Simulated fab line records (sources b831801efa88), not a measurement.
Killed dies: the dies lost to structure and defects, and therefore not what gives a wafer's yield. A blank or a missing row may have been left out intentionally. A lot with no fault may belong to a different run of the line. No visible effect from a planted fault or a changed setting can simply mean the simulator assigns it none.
A struck lot beside a sound one    flow sky130    16 steps out of a route of 708
Sound: the wafers L949.3, L949.4, L949.6. Struck: wafers L944.1, L944.3, L944.6. At the end, the cause is stated.
Order at every step that has rows: each side's tool, ch and its chambers, its first start. Under that, the readings that differ: sound wafers    struck wafers    difference of the means    sigmas: that difference in standard deviations of wafers without a fault.
alike: readings with means less than 2 such deviations apart, plus words and numbers identical on both sides. not compared: withheld readings, readings lacking a value on some wafer, bounds such as >300 that could conceal the same value, and numbers that have no deviation in the record and whose values overlap.
A row with sigmas, a row that says differs or no value, or rows on one side alone: a step with any of these is where the two part. Non-overlapping numbers with no deviation appear without sigmas and do not part them. A reading missing from all wafers of one side parts the sides only when that side holds two or more wafers.

SKY_METAL5_SPUTTER_01: material TiN, target thk 20 nm, time 16.7 s.
  sound on pvd sputter-03, day 45 22:56; struck on pvd sputter-02, day 44 05:44
  alike: throttle valve pct
SKY_METAL5_SPUTTER_02: material AlCu, target thk 1150 nm, time 61.2 s.
  sound on pvd sputter-03, day 45 22:58; struck on pvd sputter-02, day 44 05:45
  alike: throttle valve pct
SKY_METAL5_SPUTTER_03: material Ti, target thk 5 nm, time 3.3 s.
  sound on pvd sputter-03, day 45 23:01; struck on pvd sputter-02, day 44 05:48
  alike: throttle valve pct
SKY_METAL5_SPUTTER_04: material TiN, target thk 70 nm, time 58.3 s.
  sound on pvd sputter-03, day 45 23:02; struck on pvd sputter-02, day 44 05:49
  alike: throttle valve pct
SKY_METAL5_RS_MEAS_05: a four-point-probe measurement.
  sound on film metro-01, day 45 23:08; struck on film metro-03, day 44 05:52
  alike: METAL5_ALCU_RS
SKY_METAL5_THK_MEAS_06: measures by xrf.
  sound on film metro-01, day 45 23:14; struck on film metro-03, day 44 05:59
  alike: METAL5_ALCU_THK
then, 6 steps without rows for these wafers: SKY_METAL5_DEHYDRATE_07 (time 60 s); SKY_METAL5_HMDS_08 (prime time 60 s); SKY_METAL5_COAT_09 (resist thk 1800 nm); SKY_METAL5_SOFTBAKE_10 (time 60 s); SKY_METAL5_EXPOSE_11 (exposes mask MM5, target cd 1600 nm); SKY_METAL5_PEB_12.
SKY_METAL5_DEVELOP_13: develop time 60 s.
  sound on litho track-02 ch 0, day 46 18:29; struck on litho track-03 ch 0, day 45 03:40
  alike: developer temp C
SKY_METAL5_DESCUM_14: chemistry O2, time 11 s.
  sound on rie metal-02 ch 0,1, day 46 18:35; struck on rie metal-02 ch 0, day 45 03:49
reading                  sound           struck          difference  sigmas
model.METAL5.cd nm (nm)  1601 1601 1602  1612 1613 1611  +11         
  alike: drypump motor current A, oes product au, temp c
  not compared: rf hours counter h
SKY_METAL5_METAL_ETCH_15: etches the open film in Cl2/BCl3, stops on SiO2, target depth 1260 nm, time 252 s.
  sound on rie metal-02 ch 0,1, day 46 18:41; struck on rie metal-02 ch 0, day 45 03:51
  alike: bcl3 flow sccm, drypump motor current A, oes product au, throttle valve pct
  not compared: rf hours counter h
SKY_PAD_OPEN_PROBE_99:
  sound on prober-02, day 48 12:48; struck on prober-01, day 47 00:41
  alike: defect limited yield, killed_at_M0_to_M3, killed_at_M4_up, killed at contacts, killed at front end, killed at other, killed dies, killed on rim, killed open, killed short, sort_bin_3_pad_short, sort_bin_5_function, sort_bin_6_memory, sort n pass, sort yield pct

## WHERE THEY PART
Nowhere in this record.

WHY: the cause the simulator had injected
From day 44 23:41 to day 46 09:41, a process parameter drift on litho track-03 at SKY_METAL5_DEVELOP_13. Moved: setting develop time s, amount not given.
